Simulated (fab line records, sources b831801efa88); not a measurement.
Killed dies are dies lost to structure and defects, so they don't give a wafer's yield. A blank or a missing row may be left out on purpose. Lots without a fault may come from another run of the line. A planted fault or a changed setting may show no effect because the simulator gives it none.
A struck lot beside a sound one | flow sky130 | 43 steps out of a route of 708
Sound: wafers L385.2, L385.4, L385.6. Struck: wafers L397.1, L397.3, L397.4. The cause comes at the end.
At each step with rows: each side's tool, then ch and its chambers, then its first start. Under that, the readings that differ: sound wafers | struck wafers | difference of the means | sigmas: that difference in standard deviations of wafers without a fault.
alike: readings whose means differ by less than 2 such deviations, and words and numbers that are the same on both sides. not compared: withheld readings, readings that some wafer has no value for, bounds like >300 that may hide the same value, and numbers for which the record gives no deviation and whose values overlap.
The two part at a step that has a row with sigmas, a row that says differs or no value, or rows on one side only. Numbers that don't overlap but have no deviation are shown without sigmas and don't part them. A reading that every wafer of one side lacks parts them only if that side has two wafers or more.

first, 4 steps without rows for these wafers: SKY_LDD_HVP_SOFTBAKE_03 (time 60 s); SKY_LDD_HVP_EXPOSE_04 (exposes mask HVPTM, target cd 700 nm); SKY_LDD_HVP_PEB_05; SKY_LDD_HVP_DEVELOP_06 (develop time 60 s).
SKY_LDD_HVP_OVL_MEAS_07:
  sound on overlay-01, day 21 19:22; struck on overlay-02, day 25 23:55
  alike: LDD_HVP_OVL
then, 1 step without rows for these wafers: SKY_LDD_HVP_IMPLANT_08.
SKY_LDD_HVP_STRIP_09: strips in O2/N2.
  sound on plasma_asher-02 ch 0,1, day 21 19:33; struck on plasma_asher-04 ch 0,1, day 26 00:07
  alike: drypump_motor_current_A, oes_product_au, strip_time_to_endpoint_s
  not compared: rf_hours_counter_h
SKY_LDD_HVP_TW_MEAS_10:
  sound on film_metro-04, day 21 19:40; struck on film_metro-01, day 26 00:13
  alike: LDD_HVP_TW
then, 4 steps without rows for these wafers: SKY_LDD_LDN_DEHYDRATE_00 (time 60 s); SKY_LDD_LDN_HMDS_01 (prime time 60 s); SKY_LDD_LDN_COAT_02 (resist thk 1140 nm); SKY_LDD_LDN_SOFTBAKE_03 (time 61.69 s).
SKY_LDD_LDN_EXPOSE_04: exposes mask LDNTM, target cd 700 nm.
  sound on iline_stepper-02 ch 0, day 22 10:11; struck on iline_stepper-02 ch 0, day 26 13:33
  reading | sound                   | struck               | difference | sigmas
  mask    | LDNTM#0 LDNTM#0 LDNTM#0 | URPM#0 URPM#0 URPM#0 | differs    |
then, 2 steps without rows for these wafers: SKY_LDD_LDN_PEB_05; SKY_LDD_LDN_DEVELOP_06 (develop time 60 s).
SKY_LDD_LDN_OVL_MEAS_07:
  sound on overlay-02, day 23 02:01; struck on overlay-01, day 27 04:13
  reading          | sound       | struck | difference                    | sigmas
  LDD_LDN_OVL (nm) | 2.1 1.1 1.6 | - - -  | no value on the struck wafers |
then, 4 steps without rows for these wafers: SKY_LDD_LDN_IMPLANT_08; SKY_LDD_LDN_IMPLANT_09; SKY_LDD_LDN_IMPLANT_10; SKY_LDD_LDN_IMPLANT_11.
SKY_LDD_LDN_STRIP_12: strips in O2/N2.
  sound on plasma_asher-03 ch 0, day 23 02:39; struck on plasma_asher-04 ch 0,1, day 27 04:52
  reading                     | sound       | struck      | difference | sigmas
  drypump_motor_current_A (A) | 6.6 6.6 6.6 | 5.4 5.4 5.5 | -1.2       | -3
  alike: oes_product_au, strip_time_to_endpoint_s
  not compared: rf_hours_counter_h
SKY_LDD_LDN_TW_MEAS_13:
  sound on film_metro-03, day 23 02:46; struck on film_metro-02, day 27 04:58
  reading    | sound          | struck   | difference | sigmas
  LDD_LDN_TW | 1463 1467 1453 | 30 30 30 | -1431      | -99 or more
then, 2 steps without rows for these wafers: SKY_LDD_LDN_CLEAN_14 (cleans in SC1/SC2, time 150 s); SKY_SPACER_CVD_00 (deposits Si3N4 from DCS/NH3, target thk 43.1 nm, time 740 s).
SKY_SPACER_THK_MEAS_01:
  sound on film_metro-02, day 23 04:12; struck on film_metro-02, day 27 07:11
  alike: SPACER_CVD_00_THK
SKY_SPACER_ETCHBACK_02: etches Si3N4 in CH3F/O2, stops on SiO2, time 46.7 s, target depth 45 nm.
  sound on rie_diel-03 ch 1,2, day 23 04:15; struck on rie_diel-03 ch 0,1,2, day 27 07:15
  alike: drypump_motor_current_A, oes_product_au, throttle_valve_pct
  not compared: rf_hours_counter_h
then, 8 steps without rows for these wafers: SKY_POLY_CUT_DEHYDRATE_00 (time 60 s); SKY_POLY_CUT_HMDS_01 (prime time 60 s); SKY_POLY_CUT_COAT_02 (resist thk 60 nm); SKY_POLY_CUT_COAT_03 (resist thk 450 nm); SKY_POLY_CUT_SOFTBAKE_04 (time 90 s); SKY_POLY_CUT_EXPOSE_05 (exposes mask NPCM, target cd 270 nm); SKY_POLY_CUT_PEB_06; SKY_POLY_CUT_DEVELOP_07 (develop time 60 s).
SKY_POLY_CUT_CD_MEAS_08: target cd 270 nm.
  sound on cd_sem-01, day 24 10:32; struck on cd_sem-02, day 28 11:31
  alike: cd_nm
SKY_POLY_CUT_OVL_MEAS_09:
  sound on overlay-01, day 24 10:39; struck on overlay-01, day 28 11:38
  alike: POLY_CUT_OVL
SKY_POLY_CUT_ETCH_10: etches BARC in N2/H2, stops on SiO2, time 46.85 s, target depth 60 nm.
  sound on rie_diel-01 ch 1,3, day 24 10:41; struck on rie_diel-01 ch 1,2,3, day 28 11:41
  alike: drypump_motor_current_A, h2_flow_sccm, oes_product_au, throttle_valve_pct
  not compared: rf_hours_counter_h
SKY_POLY_CUT_ETCH_11: etches Si3N4 in CF4/CH2F2/Ar, stops on poly-Si, time 42.5 s, target depth 60 nm.
  sound on rie_diel-01 ch 1,3, day 24 10:43; struck on rie_diel-01 ch 1,2,3, day 28 11:43
  reading               | sound             | struck            | difference | sigmas
  oes_product_au (a.u.) | 0.841 0.832 0.844 | 0.821 0.830 0.826 | -0.013     | -2
  alike: drypump_motor_current_A, throttle_valve_pct
  not compared: rf_hours_counter_h
then, 4 steps without rows for these wafers: SKY_POLY_CUT_STRIP_12 (strips in O2/N2); SKY_SD_P_DEHYDRATE_00 (time 60 s); SKY_SD_P_HMDS_01 (prime time 60 s); SKY_SD_P_COAT_02 (resist thk 1140 nm).
-- the record jumps here: 2 days lie between the struck wafers' starts before and after (it left off in module SD_P and takes up again in module RES_XHIGH, whose first step shown is number 341 of the route) --
SKY_RES_XHIGH_TW_MEAS_09:
  sound on film_metro-02, day 26 19:28; struck on film_metro-02, day 30 19:46
  reading      | sound          | struck         | difference | sigmas
  RES_XHIGH_TW | 1623 1629 1631 | 1930 1925 1919 | +297       | +25

WHERE THEY PART
First at SKY_LDD_LDN_EXPOSE_04; last, within this record, at SKY_RES_XHIGH_TW_MEAS_09.

WHY: what the simulator had put in
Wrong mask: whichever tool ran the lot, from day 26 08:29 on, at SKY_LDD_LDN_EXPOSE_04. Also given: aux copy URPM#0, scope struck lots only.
